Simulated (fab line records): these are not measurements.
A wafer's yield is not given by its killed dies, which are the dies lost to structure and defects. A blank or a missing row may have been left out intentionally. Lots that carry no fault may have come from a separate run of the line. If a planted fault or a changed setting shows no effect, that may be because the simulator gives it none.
Problem report in the 8D (eight disciplines) form, filled by code    flow gf180mcu    the parts of the form that need people (team, actions taken, sign-off) are left out

== 1. THE PROBLEM ==
At GF_SAB_SOFTBAKE_05, heater-power-total-W averages 57.31 W over 6 wafers from 2 lots, while fault-free wafers read 56.59 W, standard deviation 0.041. That is +18 standard deviations from the usual mean.
The step: time 60 s.
First seen on wafer L507.1, day 18 02:58, on litho-track-02. Wafers with a number at this step in the record: 42, from 14 lots. The rule behind "out" and "out of limits": a value lying over 4 standard deviations away from the usual mean. All remaining wafers that have a number are taken as sound.

== 2. WHAT IT IS, WHAT IT ISN'T ==
question                     is                                  is not
which readings at this step  heater-power-total-W, run-length-s  exhaust-pa
which lots                   L507, L508                          L498, L499, L500, L501, L503, L514, L515, L517, L518, L519, L520, L521
which wafers of those lots   all that have a number              -
read on which tools          litho-track-02                      litho-track-01, litho-track-04
when                         from day 18 02:58                   up to then (15 sound wafers); but 21 sound wafers of L514, L515, L517, L518, L519, L520, L521 came after

== 3. WHAT RULES OUT EACH SUSPECT ==
Counting: a tool stays on the suspect list if, at a process step up to the reading, it processed all lots that are out and no sound lot following the first of them.
- litho-track-02 at GF_SAB_SOFTBAKE_05 (time 60 s): ruled out as a lasting fault. The sound lots L517 went through it after L507, its earliest lot that is out (day 18 02:58).
Left after counting: nothing in the record.

== 4. THE CAUSE (what the simulator had put in) ==
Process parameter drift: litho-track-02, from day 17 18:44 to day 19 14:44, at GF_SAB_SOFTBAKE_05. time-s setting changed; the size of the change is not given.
Counting ruled it out, wrongly.

== 5. THE EFFECT CHAIN, in route order ==
Rows list readings where the struck wafers' mean (over those with a number) sits beyond 3 standard deviations from the usual. Only readings for which the record gives a usual standard deviation are gone through. hours: the time from each lot's start at the first step in this table that gives one to its start at this step, as a median over the lots. sigmas: the change in usual standard deviations.
hours  step                reading               usual    on struck wafers  change  sigmas
0      GF_SAB_SOFTBAKE_05  heater-power-total-W  56.59 W  57.31             +0.72   +18
0      GF_SAB_SOFTBAKE_05  run-length-s          89.12 s  87.25             -1.87   -12
Process steps it contains:
- GF_SAB_SOFTBAKE_05: time 60 s.
At these later measuring or inspecting steps, every struck wafer for which the step has a row has a number for every such reading, and none has moved that far: GF_CONTACT_THK_MEAS_01.

== 6. HOW IT WOULD HAVE BEEN CAUGHT EARLIER ==
In this record no reading fell out of limits until day 18 02:58, 8 hours after the fault had begun at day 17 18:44.
